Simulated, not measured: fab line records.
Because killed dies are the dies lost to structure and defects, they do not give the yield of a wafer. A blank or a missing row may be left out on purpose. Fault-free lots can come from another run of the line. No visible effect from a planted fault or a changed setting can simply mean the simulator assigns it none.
Shared-tool check -- flow sky130 -- Lots sampled 13, wafers sampled 39

== WHAT PROMPTED THE OPENING ==
SKY_VT_ADJUST_HVTP_TW_MEAS_11, reading VT_ADJUST_HVTP_TW: flagged on 2 of 13 lots. No-fault wafers: 1361, standard deviation 7.
Rule: a lot is flagged when every wafer of it that has a number lies more than 4 standard deviations from that mean, or none has a number. All remaining lots are regarded as sound.

lot,measured,on,"VT_ADJUST_HVTP_TW, wafer by wafer",flag
L379,day 6 07:37,filmMetro-03,1367 1367 1365,
L380,day 6 14:53,filmMetro-04,1359 1363 1358,
L381,day 6 18:29,filmMetro-02,1350 1360 1357,
L382,day 7 06:34,filmMetro-03,1361 1363 1366,
L386,day 8 04:24,filmMetro-03,1374 1369 1368,
L387,day 8 10:38,filmMetro-03,670 666 661,FLAGGED
L388,day 8 17:13,filmMetro-04,657 663 656,FLAGGED
L393,day 9 23:07,filmMetro-02,1354 1355 1347,
L395,day 10 11:20,filmMetro-03,1365 1368 1369,
L396,day 10 19:32,filmMetro-02,1360 1365 1355,
L399,day 11 18:29,filmMetro-04,1352 1349 1347,
L401,day 12 02:59,filmMetro-02,1352 1347 1355,
L400,day 12 03:48,filmMetro-04,1354 1355 1360,
Flagged lots average 662: -699 relative to the usual, that is -99 or more standard deviations.

== WHICH TOOL EACH LOT WENT THROUGH ==
The record keeps 1 process step preceding the reading, out of 708 steps on the route. In each cell: the tool, then ch and the chambers that the sampled wafers went through, then the start.
lot,flag,SKY_VT_ADJUST_HVTP_IMPLANT_09
L379,,"implanter-02 ch 0, day 6 07:19"
L380,,"implanter-01 ch 0, day 6 14:38"
L381,,"implanter-01 ch 0, day 6 18:15"
L382,,"implanter-02 ch 0, day 7 06:19"
L386,,"implanter-02 ch 0, day 8 04:11"
L387,FLAGGED,"implanter-01 ch 0, day 8 10:25"
L388,FLAGGED,"implanter-01 ch 0, day 8 16:58"
L393,,"implanter-03 ch 0, day 9 22:52"
L395,,"implanter-03 ch 0, day 10 11:06"
L396,,"implanter-02 ch 0, day 10 19:17"
L399,,"implanter-02 ch 0, day 11 18:14"
L401,,"implanter-02 ch 0, day 12 02:45"
L400,,"implanter-01 ch 0, day 12 03:35"
What the steps here do:
- SKY_VT_ADJUST_HVTP_IMPLANT_09
- SKY_VT_ADJUST_HVTP_TW_MEAS_11

== FLAGGED OVER TOTAL, TOOL BY TOOL (the gauges that took the reading come last) ==
step,tool,lots run,flagged,share of the flagged lots,sound lots run after its first flagged lot
SKY_VT_ADJUST_HVTP_IMPLANT_09,implanter-01,5,2,all,1 (L400)
SKY_VT_ADJUST_HVTP_IMPLANT_09,implanter-02,6,0,none,-
SKY_VT_ADJUST_HVTP_IMPLANT_09,implanter-03,2,0,none,-
SKY_VT_ADJUST_HVTP_TW_MEAS_11,filmMetro-02,4,0,none,-
SKY_VT_ADJUST_HVTP_TW_MEAS_11,filmMetro-03,5,1,some,1 (L395)
SKY_VT_ADJUST_HVTP_TW_MEAS_11,filmMetro-04,4,1,some,"2 (L399,L400)"

== WHAT THE TABLE ALLOWS ==
1 row of the table ran every flagged lot: implanter-01 at SKY_VT_ADJUST_HVTP_IMPLANT_09.
- implanter-01 at SKY_VT_ADJUST_HVTP_IMPLANT_09: 2 of its 5 lots flagged. Sound lots followed the first flagged one (L400) on it, something a lasting fault affecting the whole tool could not allow. Its own readings lie more than 4 standard deviations out on every wafer of the flagged lots: doseIonsCm2, faradayCurrentUA.
None of the table's rows ran every flagged lot and, after the first, no sound lot.

== WHAT WAS PUT IN BY THE SIMULATOR ==
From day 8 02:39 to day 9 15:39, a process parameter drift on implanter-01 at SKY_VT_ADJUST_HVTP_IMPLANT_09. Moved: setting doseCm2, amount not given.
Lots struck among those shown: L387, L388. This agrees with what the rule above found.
